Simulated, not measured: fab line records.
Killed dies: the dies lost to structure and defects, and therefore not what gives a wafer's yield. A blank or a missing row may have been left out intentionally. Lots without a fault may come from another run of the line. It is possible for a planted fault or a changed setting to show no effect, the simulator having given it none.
Which tool did it? + flow sfqLine + 42 wafers from 14 lots sampled at 4 of the route's 325 steps

== WHAT EACH GAUGE READ, for each wafer ==
SFQ_M8_OVL_MEAS_948. Usual: M8_OVL 0 nm, standard deviation 6.1.
| lot  | measured     | on         | M8_OVL (nm) | flag |
|------|--------------|------------|-------------|------|
| L164 | day 86 08:38 | overlay-01 | 2 5 5       |      |
| L165 | day 86 12:16 | overlay-02 | 5 6 7       |      |
| L169 | day 87 00:15 | overlay-02 | -13 -7 -10  |      |
| L171 | day 90 16:34 | overlay-02 | 3 7 4       |      |
| L175 | day 91 00:58 | overlay-01 | -3 3 -11    |      |
| L177 | day 91 10:34 | overlay-01 | 4 5 -1      |      |
| L178 | day 91 17:46 | overlay-01 | 6 9 0       |      |
| L180 | day 91 23:45 | overlay-02 | -7 1 -2     |      |
| L181 | day 92 03:22 | overlay-01 | -1 -3 2     |      |
| L182 | day 92 06:58 | overlay-02 | 9 5 1       |      |
| L183 | day 92 14:09 | overlay-01 | 4 1 -1      |      |
| L184 | day 92 18:58 | overlay-02 | -4 -1 -3    |      |
| L185 | day 92 22:20 | overlay-01 | 8 11 9      |      |
| L187 | day 93 05:32 | overlay-01 | 1 -3 -5     |      |

== TOOL THAT RAN EACH LOT (tool first, then ch and the chambers of the sampled wafers, then the start) ==
| lot  | SFQ_TRILAYER_L0_VIA_STRIP_STRIP_017 | SFQ_TRILAYER_M2_BARC_OPEN_METAL_ETCH_077 | SFQ_TRILAYER_I6_METRO_MEASURE_167 |
|------|-------------------------------------|------------------------------------------|-----------------------------------|
| L164 | rieMetal-02 ch 0,1, day 4 18:59     | rieMetal-01 ch 0,1, day 15 23:37         | filmMetro-02, day 77 16:29        |
| L165 | rieMetal-04 ch 0, day 5 01:23       | rieMetal-04 ch 0,1, day 17 02:04         | filmMetro-01, day 77 18:40        |
| L169 | rieMetal-04 ch 0,1, day 5 20:11     | rieMetal-01 ch 0,1, day 27 15:55         | filmMetro-03, day 78 03:41        |
| L171 | rieMetal-04 ch 0,1, day 6 12:05     | rieMetal-04 ch 0,1, day 29 00:51         | filmMetro-01, day 78 09:53        |
| L175 | rieMetal-03 ch 0,1, day 7 10:41     | rieMetal-04 ch 0,1, day 30 21:14         | filmMetro-03, day 78 16:41        |
| L177 | rieMetal-02 ch 0,1, day 8 01:51     | rieMetal-03 ch 0,1, day 32 06:50         | filmMetro-03, day 79 01:45        |
| L178 | rieMetal-02 ch 0,1, day 8 08:51     | rieMetal-01 ch 0,1, day 32 15:13         | filmMetro-03, day 79 07:46        |
| L180 | rieMetal-02 ch 0,1, day 8 16:03     | rieMetal-03 ch 0,1, day 33 06:49         | filmMetro-01, day 79 22:44        |
| L181 | rieMetal-02 ch 0,1, day 9 07:39     | rieMetal-04 ch 0,1, day 33 08:01         | filmMetro-02, day 80 04:56        |
| L182 | rieMetal-02 ch 0,1, day 9 12:39     | rieMetal-01 ch 0,1, day 33 11:38         | filmMetro-01, day 80 07:32        |
| L183 | rieMetal-03 ch 0,1, day 9 19:39     | rieMetal-01 ch 0,1, day 33 14:25         | filmMetro-03, day 80 11:56        |
| L184 | rieMetal-04 ch 0,1, day 10 04:03    | rieMetal-03 ch 0,1, day 33 18:01         | filmMetro-01, day 80 19:56        |
| L185 | rieMetal-04 ch 1, day 13 20:14      | rieMetal-01 ch 0,1, day 33 21:37         | filmMetro-03, day 80 21:33        |
| L187 | rieMetal-03 ch 0,1, day 14 16:26    | rieMetal-03 ch 0,1, day 34 08:13         | filmMetro-03, day 81 04:24        |
- SFQ_TRILAYER_L0_VIA_STRIP_STRIP_017: strips in O2.
- SFQ_TRILAYER_M2_BARC_OPEN_METAL_ETCH_077: etches BARC in O2, target depth 125 nm, time 41.7 s.
- SFQ_TRILAYER_I6_METRO_MEASURE_167

== WHAT THE TOOLS THEMSELVES READ (means of the sampled wafers that have a number; where no wafer has one, the mark that the record gives instead) ==
SFQ_TRILAYER_L0_VIA_STRIP_STRIP_017. Usual: chamberPressureMTorr 50.00 mTorr, standard deviation 0.043; drypumpMotorCurrentA 5.2 A, standard deviation 0.32; oesProductAu 1.001 a.u., standard deviation 0.012.
| lot  | tool        | chamberPressureMTorr (mTorr) | drypumpMotorCurrentA (A) | oesProductAu (a.u.) | flag |
|------|-------------|------------------------------|--------------------------|---------------------|------|
| L164 | rieMetal-02 | 50.00                        | 5.0                      | 1.002               |      |
| L165 | rieMetal-04 | 50.01                        | 5.1                      | 1.027               |      |
| L169 | rieMetal-04 | 40.00                        | 5.2                      | 0.999               | OFF  |
| L171 | rieMetal-04 | 39.99                        | 5.2                      | 1.009               | OFF  |
| L175 | rieMetal-03 | 49.98                        | 5.4                      | 0.998               |      |
| L177 | rieMetal-02 | 50.00                        | 5.4                      | 0.987               |      |
| L178 | rieMetal-02 | 49.98                        | 5.0                      | 0.995               |      |
| L180 | rieMetal-02 | 49.99                        | 5.4                      | 0.993               |      |
| L181 | rieMetal-02 | 50.00                        | 5.0                      | 1.001               |      |
| L182 | rieMetal-02 | 50.04                        | 5.0                      | 0.995               |      |
| L183 | rieMetal-03 | 49.98                        | 5.3                      | 1.001               |      |
| L184 | rieMetal-04 | 49.97                        | 5.2                      | 1.013               |      |
| L185 | rieMetal-04 | 49.99                        | 5.3                      | 0.988               |      |
| L187 | rieMetal-03 | 50.01                        | 5.4                      | 1.005               |      |

SFQ_TRILAYER_M2_BARC_OPEN_METAL_ETCH_077. Usual: drypumpMotorCurrentA 5.38 A, standard deviation 0.26; oesProductAu 0.685 a.u., standard deviation 0.0042.
| lot  | tool        | drypumpMotorCurrentA (A) | oesProductAu (a.u.) | flag |
|------|-------------|--------------------------|---------------------|------|
| L164 | rieMetal-01 | 5.53                     | 0.680               |      |
| L165 | rieMetal-04 | 5.14                     | 0.686               |      |
| L169 | rieMetal-01 | 5.68                     | 0.687               |      |
| L171 | rieMetal-04 | 5.23                     | 0.687               |      |
| L175 | rieMetal-04 | 5.21                     | 0.688               |      |
| L177 | rieMetal-03 | 5.42                     | 0.686               |      |
| L178 | rieMetal-01 | 5.70                     | 0.685               |      |
| L180 | rieMetal-03 | 5.43                     | 0.686               |      |
| L181 | rieMetal-04 | 5.20                     | 0.684               |      |
| L182 | rieMetal-01 | 5.51                     | 0.684               |      |
| L183 | rieMetal-01 | 5.52                     | 0.681               |      |
| L184 | rieMetal-03 | 5.33                     | 0.687               |      |
| L185 | rieMetal-01 | 5.68                     | 0.688               |      |
| L187 | rieMetal-03 | 5.35                     | 0.682               |      |

SFQ_TRILAYER_I6_METRO_MEASURE_167. Usual: thkNm 200.1 nm, standard deviation 1.1.
| lot  | tool         | thkNm (nm) | flag |
|------|--------------|------------|------|
| L164 | filmMetro-02 | 199.8      |      |
| L165 | filmMetro-01 | 200.8      |      |
| L169 | filmMetro-03 | 199.7      |      |
| L171 | filmMetro-01 | 201.8      |      |
| L175 | filmMetro-03 | 199.8      |      |
| L177 | filmMetro-03 | 200.6      |      |
| L178 | filmMetro-03 | 200.2      |      |
| L180 | filmMetro-01 | 200.6      |      |
| L181 | filmMetro-02 | 200.0      |      |
| L182 | filmMetro-01 | 201.4      |      |
| L183 | filmMetro-03 | 200.7      |      |
| L184 | filmMetro-01 | 199.7      |      |
| L185 | filmMetro-03 | 200.6      |      |
| L187 | filmMetro-03 | 199.4      |      |

== THE ANSWER, worked out from the rows above alone ==
Rule: a lot counts as off when the mean over its wafers that have a number is more than 3 standard deviations away from the usual mean. A lot without any number at a reading at which 4 lots or more have one is off too. The other lots that the step has rows for count as sound. The gauges are gone through in route order, then the tools' own readings, and for those a lot's mean is taken as printed above. The first step at which some lot is off is used, and at that step the reading that is off furthest; a lot without a number counts as furthest.
Off: L169, L171, at SFQ_TRILAYER_L0_VIA_STRIP_STRIP_017 (chamberPressureMTorr).
A tool fits if, at that step or a process step before it, it ran every lot that is off, and no sound lot after the first of them. None of those tried fits.

== WHAT WAS PUT IN BY THE SIMULATOR ==
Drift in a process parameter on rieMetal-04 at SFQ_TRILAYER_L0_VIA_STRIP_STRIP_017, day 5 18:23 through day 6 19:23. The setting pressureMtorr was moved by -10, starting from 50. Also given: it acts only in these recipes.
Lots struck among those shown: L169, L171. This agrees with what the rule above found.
